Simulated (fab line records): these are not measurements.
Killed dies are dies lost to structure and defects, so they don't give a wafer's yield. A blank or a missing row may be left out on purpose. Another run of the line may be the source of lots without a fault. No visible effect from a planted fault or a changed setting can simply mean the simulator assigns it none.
Code-filled problem report in 8D (eight disciplines) form :: flow gf180mcu :: the parts of the form that need people (team, actions taken, sign-off) are left out

1. PROBLEM STATEMENT
V1_CVD_02_THK at GF_V1_THK_MEAS_03 reads a mean of 794 nm on 2 wafers of 2 lots; wafers without a fault read 855 nm with a standard deviation of 12. Relative to the usual mean, that is a shift of -5.1 standard deviations.
The first sign was on wafer L986.2 at day 21 18:22, on film_metro-02. Wafers with a number at this step in the record: 35, from 13 lots. The rule behind "out" and "out of limits": a value lying over 4 standard deviations away from the usual mean. All remaining wafers that have a number are taken as sound.

2. WHAT THIS IS AND IS NOT
question: which readings at this step
is: V1_CVD_02_THK
is not: -

question: which lots
is: L986, L987
is not: L974, L976, L978, L979, L980, L981, L982, L984, L993, L994, L996

question: which wafers of those lots
is: all that have a number
is not: -

question: read on which gauges
is: film_metro-02, film_metro-03
is not: film_metro-01

question: when
is: from day 21 18:22
is not: up to then (24 sound wafers); but 9 sound wafers of L993, L994, L996 came after

3. THE SUSPECTS, EACH WITH WHAT RULES IT OUT
Counting: a tool at a process step up to the reading stays a suspect if it ran every lot that is out and no sound lot after the first of them.
- ruled out: the gauge at GF_V1_THK_MEAS_03. 2 gauges (film_metro-02, film_metro-03) read the wafers that are out.
- pecvd-03 at GF_V1_CVD_02 (deposits SiO2 from TEOS, target thk 850 nm, time 94.851 s): kept. Every lot that is out went through it, starting with L986 (day 21 18:17), and after that it ran no sound lot; the last sound lot it ran before then is L982 (day 20 03:35). Its own readings are out on those wafers: rf_fwd_power_W.
Left after counting: pecvd-03 at GF_V1_CVD_02.

4. THE CAUSE (what the simulator had put in)
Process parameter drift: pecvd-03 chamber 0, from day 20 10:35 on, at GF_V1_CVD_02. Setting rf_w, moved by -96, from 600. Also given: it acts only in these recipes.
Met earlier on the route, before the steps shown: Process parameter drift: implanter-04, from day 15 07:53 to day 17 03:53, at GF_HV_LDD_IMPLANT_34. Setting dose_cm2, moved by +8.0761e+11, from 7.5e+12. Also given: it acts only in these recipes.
The count eliminated every tool but this one.

5. THE EFFECT CHAIN, in route order
Rows list readings where the struck wafers' mean (over those with a number) sits beyond 3 standard deviations from the usual. Only readings for which the record gives a usual standard deviation are gone through. hours: the time from each lot's start at the first step in this table that gives one to its start at this step, as a median over the lots. sigmas: the change in usual standard deviations.
hours: 0
step: GF_V1_CVD_02
reading: rf_fwd_power_W
usual: 595.2 W
on struck wafers: 501.8
change: -93.4
sigmas: -36

hours: 0
step: GF_V1_THK_MEAS_03
reading: V1_CVD_02_THK
usual: 855 nm
on struck wafers: 794
change: -61
sigmas: -5.1

hours: 5
step: GF_V1_CMP_04
reading: time_to_endpoint_s
usual: 85 s
on struck wafers: 58
change: -26
sigmas: -4.4
Here are the process steps it includes:
- GF_V1_CVD_02: deposits SiO2 from TEOS, target thk 850 nm, time 94.851 s.
- GF_V1_CMP_04: polishes SiO2.

6. WHAT WOULD HAVE CAUGHT IT SOONER
The first out-of-limits reading at a measuring or inspecting step in this record came at day 21 18:22, 32 hours after the fault's start at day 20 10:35.
At GF_V1_CVD_02, the tool's own readings (rf_fwd_power_W) were out on each struck wafer the step has a row for, so an alarm limit on them would have fired on the first such wafer.
Lots out: 2; of these, L987 started GF_V1_CVD_02 on pecvd-03 after day 21 18:22. Putting the tool on hold at that point would have spared it.
